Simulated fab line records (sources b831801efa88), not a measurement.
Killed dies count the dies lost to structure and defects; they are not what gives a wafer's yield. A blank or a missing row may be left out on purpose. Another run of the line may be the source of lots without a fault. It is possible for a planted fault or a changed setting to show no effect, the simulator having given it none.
A struck lot beside a sound one || flow sky130 || 19 out of 708 route steps
Sound: the wafers L440.2, L440.4, L440.6. Wafers L453.3, L453.4, L453.6 were the ones struck. At the end, the cause is stated.
At each step with rows: each side's tool, then ch and its chambers, then its first start. Under that, the readings that differ: sound wafers || struck wafers || difference of the means || sigmas: that difference in standard deviations of wafers without a fault.
alike: words and numbers the same on both sides, and readings whose means are apart by under 2 such deviations; not compared: readings that were withheld, readings missing a value for some wafer, numbers with overlapping values and no deviation given by the record, and bounds like >300 which may hide the same value.
Wherever a step has rows on one side only, a row that says differs or no value, or a row with sigmas, the two part there. Numbers that don't overlap but have no deviation are shown without sigmas and don't part them. A reading that every wafer of one side lacks parts them only if that side has two wafers or more.

SKY_METAL3_SPUTTER_02: material AlCu, target thk 735 nm, time 39.1 s.
  struck on pvd_sputter-02, day 41 14:35; sound on pvd_sputter-04, day 37 17:27
{"reading": "throttle_valve_pct (%)", "sound": "30.2 31.2 31.2", "struck": "29.0 28.1 29.3", "difference": -2.1, "sigmas": -2}
  alike: cathode_dc_power_W
SKY_METAL3_SPUTTER_03: material Ti, target thk 5 nm, time 3.3 s.
  struck on pvd_sputter-02, day 41 14:38; sound on pvd_sputter-04, day 37 17:29
  alike: cathode_dc_power_W, throttle_valve_pct
SKY_METAL3_SPUTTER_04: material TiN, target thk 70 nm, time 58.3 s.
  struck on pvd_sputter-02, day 41 14:39; sound on pvd_sputter-04, day 37 17:31
  alike: cathode_dc_power_W, throttle_valve_pct
SKY_CAPM_CVD_00: deposits SiO2, target thk 15.5 nm.
  sound on pecvd-04 ch 1,2, day 37 17:34; struck on pecvd-01 ch 0,1,2, day 41 14:42
  alike: heater_power_w
SKY_CAPM_THK_MEAS_01:
  struck on film_metro-04, day 41 14:44; sound on film_metro-02, day 37 17:35
  alike: CAPM_CVD_00_THK
then, 1 step without rows for these wafers: SKY_CAPM_SPUTTER_02 (material TiN, target thk 200 nm, time 166.7 s).
SKY_CAPM_RS_MEAS_03: the measuring method here is four-point-probe.
  struck on film_metro-02, day 41 14:56; sound on film_metro-04, day 37 17:46
  alike: CAPM_TIN_RS
SKY_CAPM_THK_MEAS_04: measures by xrf.
  struck on film_metro-02, day 41 15:02; sound on film_metro-04, day 37 17:53
  alike: CAPM_TIN_THK
then, 4 steps without rows for these wafers: SKY_CAPM_DEHYDRATE_05 (time 60 s); SKY_CAPM_HMDS_06 (prime time 60 s); SKY_CAPM_COAT_07 (resist thk 1140 nm); SKY_CAPM_SOFTBAKE_08 (time 60 s).
SKY_CAPM_EXPOSE_09: exposes mask CAPM, target cd 1000 nm.
  sound on iline_stepper-02 ch 0, day 38 06:48; struck on iline_stepper-02 ch 0, day 42 02:50
{"reading": "exposure_dose_mJ_cm2", "sound": "159.02 159.05 159.11", "struck": "155.99 156.15 156.11", "difference": -2.98, "sigmas": -18}
  alike: mask, reticle_temp_C
then, 2 steps without rows for these wafers: SKY_CAPM_PEB_10; SKY_CAPM_DEVELOP_11 (develop time 60 s).
SKY_CAPM_OVL_MEAS_12:
  struck on overlay-01, day 42 14:20; sound on overlay-01, day 38 19:20
  alike: CAPM_OVL
SKY_CAPM_METAL_ETCH_13: etches TiN in Cl2/BCl3, stops on SiO2, target depth 220 nm, time 62.9 s.
  sound on rie_metal-04 ch 0,1, day 38 19:22; struck on rie_metal-03 ch 0, day 42 14:24
{"reading": "model.CAPM.cd_nm (nm)", "sound": "995.5 996.4 995.9", "struck": "1004 1008 1005", "difference": "+10", "sigmas": ""}
  alike: bcl3_flow_sccm, drypump_motor_current_A, he_backside_leak_sccm, oes_product_au, throttle_valve_pct
  not compared: rf_hours_counter_h
SKY_CAPM_STRIP_14: strips in O2/N2.
  sound on plasma_asher-04 ch 0,1, day 38 19:26; struck on plasma_asher-01 ch 0,1, day 42 14:32
  alike: drypump_motor_current_A, oes_product_au, strip_time_to_endpoint_s
  not compared: rf_hours_counter_h
-- the record jumps here: 7 days lie between the struck wafers' starts before and after (it left off in module CAPM and takes up again in module PAD_OPEN, whose first step shown is number 708 of the route) --
SKY_PAD_OPEN_PROBE_99:
  struck on prober-01, day 49 21:41; sound on prober-01, day 46 23:02
{"reading": "killed_at_front_end", "sound": "23 20 22", "struck": "10 15 13", "difference": -9, "sigmas": -2}
  alike: defect_limited_yield, killed_at_M0_to_M3, killed_at_M4_up, killed_at_contacts, killed_at_other, killed_dies, killed_open, killed_short, sort_bin_3_pad_short, sort_bin_5_function, sort_bin_6_memory, sort_n_pass, sort_yield_pct

== WHERE THEY PART ==
Earliest at SKY_METAL3_SPUTTER_02; latest, in this record, at SKY_PAD_OPEN_PROBE_99.

WHY: what the simulator had put in
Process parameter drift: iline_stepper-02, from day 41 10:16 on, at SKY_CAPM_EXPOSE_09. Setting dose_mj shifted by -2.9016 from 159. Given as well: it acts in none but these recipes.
